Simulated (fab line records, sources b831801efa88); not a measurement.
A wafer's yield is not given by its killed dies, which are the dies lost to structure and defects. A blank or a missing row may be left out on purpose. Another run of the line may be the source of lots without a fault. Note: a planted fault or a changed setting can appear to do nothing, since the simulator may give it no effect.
2 desks looking at one fault	flow gf180mcu	each desk has only its own numbers; what lay behind them comes last

AT THE METROLOGY DESK
Lot by lot, what the gauges showed, no matter which tool ran the lot: averages of those sampled wafers that carry a number. Marked OUT: a lot whose mean sits more than 4 standard deviations from the usual mean, which makes it out of limits; the brackets give that distance.
Columns: A = CONTACT_OVL at GF_CONTACT_OVL_MEAS_15, usual -1 nm; B = V1_BOW at GF_V1_BOW_MEAS_05, usual 84 um; C = M2_ALCU_RS at GF_M2_RS_MEAS_05, usual 0.0699 ohm/sq
lot	first seen here	A	B	C
L649	day 16 10:08	11	86	0.0694
L651	day 16 17:59	-1	88	0.0695
L652	day 17 10:08	2	81	0.0709
L653	day 17 16:35	-4	86	0.0699
L654	day 17 18:16	3	101	0.0699
L657	day 18 23:40	11	85	0.0686
L659	day 19 17:17	1	92	0.0700
L660	day 20 01:20	1	88	0.0692
L663	day 21 10:58	9	86	0.0689
L666	day 22 02:22	1	83	0.0707
L667	day 22 14:47	0	75	0.0699
L668	day 23 00:52	-4	75	0.0701
L672	day 24 05:02	-8	79	0.0692
Finding of this desk: none of the 13 lots has anything out of limits.

TOOL OWNER'S DESK, rie_diel-01
The tool's own readings at GF_V1_ETCH_17 (etches SiO2 in C4F8/O2/Ar, stops on TiN, target depth 630 nm): means of the sampled wafers that have a number, for each lot that ran on this tool. Marked OUT: a lot whose mean sits more than 4 standard deviations from the usual mean, which makes it out of limits; the brackets give that distance.
Columns: A = bias_w at GF_V1_ETCH_17, usual 1200 W; B = oes_product_au at GF_V1_ETCH_17, usual 0.856 a.u.
lot	first seen here	A	B
L652	day 19 13:00	1202	0.851
L653	day 19 19:00	1202	0.856
L659	day 21 20:00	1201	0.855
L663	day 23 12:00	1195	0.854
L668	day 25 00:00	1185	0.856
Finding of this desk: none of the 5 lots has anything out of limits.

BROUGHT TOGETHER
From the metrology desk's view, nothing was out of limits.
The tool owner's desk saw nothing out of limits.

WHAT WAS PUT IN BY THE SIMULATOR
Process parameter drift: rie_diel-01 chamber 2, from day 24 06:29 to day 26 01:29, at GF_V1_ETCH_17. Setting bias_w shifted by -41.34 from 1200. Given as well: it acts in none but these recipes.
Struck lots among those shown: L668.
